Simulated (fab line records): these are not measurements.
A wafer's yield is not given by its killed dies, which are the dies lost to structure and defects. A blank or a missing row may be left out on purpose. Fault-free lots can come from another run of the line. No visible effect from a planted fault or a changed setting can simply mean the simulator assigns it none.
Struck lot and sound lot, side by side ; flow sky130 ; 35 out of 708 route steps
Sound: these wafers, L412.1, L412.2, L412.4. Struck: wafer L425.6. (L425.1, L425.4 of the same lot were not struck and are left out.) The cause comes at the end.
Order at every step that has rows: each side's tool, ch and its chambers, its first start. Under that, the readings that differ: sound wafers ; struck wafers ; difference of the means ; sigmas: that difference in standard deviations of wafers without a fault.
alike: readings whose means differ by less than 2 such deviations, and words and numbers that are the same on both sides. not compared: withheld readings, readings that some wafer has no value for, bounds like >300 that may hide the same value, and numbers for which the record gives no deviation and whose values overlap.
A row with sigmas, a row that says differs or no value, or rows on one side alone: a step with any of these is where the two part. Numbers that don't overlap but have no deviation are shown without sigmas and don't part them. A reading missing from all wafers of one side parts the sides only when that side holds two or more wafers.

SKY_VIA1_CD_MEAS_12 targets a cd of 150 nm.
  sound: cd_sem-02 at day 33 14:23; struck: cd_sem-01 at day 37 22:44
reading;sound;struck;difference;sigmas
cd_nm (nm);148.6 149.1 148.2;153.2;+4.6;+3
SKY_VIA1_OVL_MEAS_13:
  sound: overlay-01 at day 33 14:31; struck: overlay-02 at day 37 22:52
  alike: VIA1_OVL
SKY_VIA1_ETCH_14: etches BARC in N2/H2, stops on SiO2, time 45.9 s, target depth 60 nm.
  sound on rie_diel-03 ch 0,1,2, day 33 14:33; struck on rie_diel-04 ch 3, day 37 22:53
  alike: drypump_motor_current_A, h2_flow_sccm, oes_product_au, throttle_valve_pct
  not compared: rf_hours_counter_h
then, 7 steps without rows for these wafers: SKY_VIA1_ETCH_15 (etches SiO2 in C4F8/O2/Ar, stops on TiN, target depth 351 nm, time 54.95 s); SKY_VIA1_STRIP_16 (strips in O2/N2); SKY_VIA1_STRIP_17 (strips in post etch residue remover, time 1200 s); SKY_VIA1_CLEAN_18 (cleans in IPA, time 180 s); SKY_VIA1_CLEAN_19 (cleans in O3/DIW); SKY_VIA1_SPUTTER_20 (material TiN, target thk 20 nm, time 80 s); SKY_VIA1_CVD_21 (deposits W, target thk 270 nm, time 80.902 s).
SKY_VIA1_RS_MEAS_22: measurement is done with a four-point probe.
  sound: film_metro-04 at day 33 15:23; struck: film_metro-04 at day 37 23:44
  alike: VIA1_W_RS
SKY_VIA1_THK_MEAS_23: measures by xrf.
  sound: film_metro-04 at day 33 15:31; struck: film_metro-04 at day 37 23:51
  alike: VIA1_W_THK
SKY_VIA1_CMP_24: polishes, stops on SiO2, t overpolish 15 s, target thk 0 nm.
  sound on cmp-02 ch 0,1,2, day 33 15:38; struck on cmp-01 ch 2, day 37 23:58
reading;sound;struck;difference;sigmas
time_to_endpoint_s (s);73 69 67;36;-34;-7
  alike: motor_current_A, overpolish_run_s, slurry_flow_ml_min
  not compared: model.SiO2_of_VIA1_HDPCVD_00.thk_nm
then, 1 step without rows for these wafers: SKY_METAL2_SPUTTER_00 (material Ti, target thk 15 nm, time 10 s).
SKY_METAL2_SPUTTER_01: material TiN, target thk 20 nm, time 16.7 s.
  sound: pvd_sputter-03 at day 33 15:58; struck: pvd_sputter-03 at day 38 00:14
  alike: cathode_dc_power_W, throttle_valve_pct
then, 1 step without rows for these wafers: SKY_METAL2_SPUTTER_02 (material AlCu, target thk 250 nm, time 13.3 s).
SKY_METAL2_SPUTTER_03: material Ti, target thk 5 nm, time 3.3 s.
  sound: pvd_sputter-03 at day 33 16:01; struck: pvd_sputter-03 at day 38 00:17
  alike: cathode_dc_power_W, throttle_valve_pct
SKY_METAL2_SPUTTER_04: material TiN, target thk 70 nm, time 58.3 s.
  sound: pvd_sputter-03 at day 33 16:02; struck: pvd_sputter-03 at day 38 00:18
  alike: cathode_dc_power_W, throttle_valve_pct
SKY_METAL2_RS_MEAS_05: measurement is done with a four-point probe.
  sound: film_metro-01 at day 33 16:05; struck: film_metro-01 at day 38 00:21
  alike: METAL2_ALCU_RS
SKY_METAL2_THK_MEAS_06: measures by xrf.
  sound: film_metro-01 at day 33 16:12; struck: film_metro-01 at day 38 00:28
  alike: METAL2_ALCU_THK
then, 8 steps without rows for these wafers: SKY_METAL2_DEHYDRATE_07 (time 60 s); SKY_METAL2_HMDS_08 (prime time 60 s); SKY_METAL2_COAT_09 (resist thk 60 nm); SKY_METAL2_COAT_10 (resist thk 450 nm); SKY_METAL2_SOFTBAKE_11 (time 90 s); SKY_METAL2_EXPOSE_12 (exposes mask MM2, target cd 140 nm); SKY_METAL2_PEB_13; SKY_METAL2_DEVELOP_14 (develop time 60 s).
SKY_METAL2_CD_MEAS_15 targets a cd of 140 nm.
  sound: cd_sem-02 at day 34 19:05; struck: cd_sem-01 at day 39 01:57
  alike: cd_nm
SKY_METAL2_OVL_MEAS_16:
  sound: overlay-02 at day 34 19:13; struck: overlay-02 at day 39 02:04
  alike: METAL2_OVL
SKY_METAL2_DESCUM_17: chemistry O2, time 8 s.
  sound on rie_metal-02 ch 0,1, day 34 19:14; struck on rie_metal-03 ch 0, day 39 02:06
  alike: drypump_motor_current_A, oes_product_au
  not compared: rf_hours_counter_h
then, 1 step without rows for these wafers: SKY_METAL2_ETCH_18 (etches BARC in N2/H2, stops on SiO2, time 45.9 s, target depth 60 nm).
SKY_METAL2_METAL_ETCH_19: etches the open film in Cl2/BCl3, stops on SiO2, target depth 360 nm, time 78 s.
  sound on rie_metal-02 ch 0,1, day 34 19:20; struck on rie_metal-03 ch 0, day 39 02:12
  alike: drypump_motor_current_A, oes_product_au, throttle_valve_pct
  not compared: rf_hours_counter_h, model.SiO2_of_VIA1_HDPCVD_00.thk_nm
then, 1 step without rows for these wafers: SKY_METAL2_STRIP_20 (strips in O2/N2).
SKY_PAD_OPEN_PROBE_99:
  sound wafers here have rows in the record (prober-02, day 45 11:13); struck ones have none

WHERE THEY PART
First at SKY_VIA1_CD_MEAS_12; last, within this record, at SKY_PAD_OPEN_PROBE_99.

WHY: whatever the simulator had introduced
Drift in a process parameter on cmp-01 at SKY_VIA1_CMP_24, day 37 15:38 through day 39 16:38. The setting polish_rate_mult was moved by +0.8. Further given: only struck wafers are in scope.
